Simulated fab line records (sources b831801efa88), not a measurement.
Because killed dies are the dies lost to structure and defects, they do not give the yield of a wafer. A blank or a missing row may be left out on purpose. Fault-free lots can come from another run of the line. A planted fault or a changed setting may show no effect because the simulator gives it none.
A struck lot beside a sound one    flow sky130    14 steps out of a route of 708
Sound: these wafers, L444.1, L444.2, L444.3. Wafers L442.1, L442.2, L442.5 were the ones struck. The cause is named last.
At each step with rows: each side's tool, then ch and its chambers, then its first start. Under that, the readings that differ: sound wafers    struck wafers    difference of the means    sigmas: that difference in standard deviations of wafers without a fault.
alike: readings whose means differ by less than 2 such deviations, and words and numbers that are the same on both sides. not compared: withheld readings, readings that some wafer has no value for, bounds like >300 that may hide the same value, and numbers for which the record gives no deviation and whose values overlap.
A row with sigmas, a row that says differs or no value, or rows on one side alone: a step with any of these is where the two part. Numbers that don't overlap but have no deviation are shown without sigmas and don't part them. A reading that every wafer of one side lacks parts them only if that side has two wafers or more.

first, 3 steps without rows for these wafers: SKY_VIA1_STRIP_17 (strips in post etch residue remover, time 1200 s); SKY_VIA1_CLEAN_18 (cleans in IPA, time 180 s); SKY_VIA1_CLEAN_19 (cleans in O3/DIW).
SKY_VIA1_SPUTTER_20: material TiN, target thk 20 nm, time 80 s.
  sound: pvdSputter-03 at day 40 08:59; struck: pvdSputter-03 at day 39 16:53
  alike: cathodeDcPowerW, chamberPressurePa, throttleValvePct
then, 1 step without rows for these wafers: SKY_VIA1_CVD_21 (deposits W, target thk 270 nm, time 80.902 s).
SKY_VIA1_RS_MEAS_22: measures by four-point-probe.
  sound: filmMetro-03 at day 40 09:14; struck: filmMetro-01 at day 39 17:02
  alike: VIA1_W_RS
SKY_VIA1_THK_MEAS_23: measures by xrf.
  sound: filmMetro-03 at day 40 09:21; struck: filmMetro-01 at day 39 17:09
  alike: VIA1_W_THK
SKY_VIA1_CMP_24: polishes, stops on SiO2, t overpolish 15 s, target thk 0 nm.
  sound on cmp-01 ch 0,2,3, day 40 09:28; struck on cmp-01 ch 1,2,3, day 39 17:13
  alike: motorCurrentA, overpolishRunS, timeToEndpointS
SKY_METAL2_SPUTTER_00: material Ti, target thk 15 nm, time 10 s.
  sound: pvdSputter-01 at day 40 09:43; struck: pvdSputter-01 at day 39 17:31
  alike: cathodeDcPowerW, chamberPressurePa, throttleValvePct
SKY_METAL2_SPUTTER_01: material TiN, target thk 20 nm, time 16.7 s.
  sound: pvdSputter-01 at day 40 09:44; struck: pvdSputter-01 at day 39 17:32
  alike: cathodeDcPowerW, chamberPressurePa, throttleValvePct
SKY_METAL2_SPUTTER_02: material AlCu, target thk 250 nm, time 13.3 s.
  sound: pvdSputter-01 at day 40 09:46; struck: pvdSputter-01 at day 39 17:34
  alike: cathodeDcPowerW, chamberPressurePa, throttleValvePct
then, 1 step without rows for these wafers: SKY_METAL2_SPUTTER_03 (material Ti, target thk 5 nm, time 3.3 s).
SKY_METAL2_SPUTTER_04: material TiN, target thk 70 nm, time 58.3 s.
  sound: pvdSputter-01 at day 40 09:48; struck: pvdSputter-01 at day 39 17:36
  no value came back on the struck wafers for cathodeDcPowerW (W), chamberPressurePa (Pa), throttleValvePct (%); on the sound wafers cathodeDcPowerW (W) reads 6500.5 6500.3 6499.0
SKY_METAL2_THK_MEAS_06: measures by xrf.
  sound: filmMetro-01 at day 40 09:58; struck: filmMetro-02 at day 39 19:32
reading               sound        struck       difference  sigmas
METAL2_ALCU_THK (nm)  251 252 253  287 290 292  +38         +12
  not compared: hold

WHERE THEY PART
Earliest at SKY_METAL2_SPUTTER_04; latest, in this record, at SKY_METAL2_THK_MEAS_06.

WHY: whatever the simulator had introduced
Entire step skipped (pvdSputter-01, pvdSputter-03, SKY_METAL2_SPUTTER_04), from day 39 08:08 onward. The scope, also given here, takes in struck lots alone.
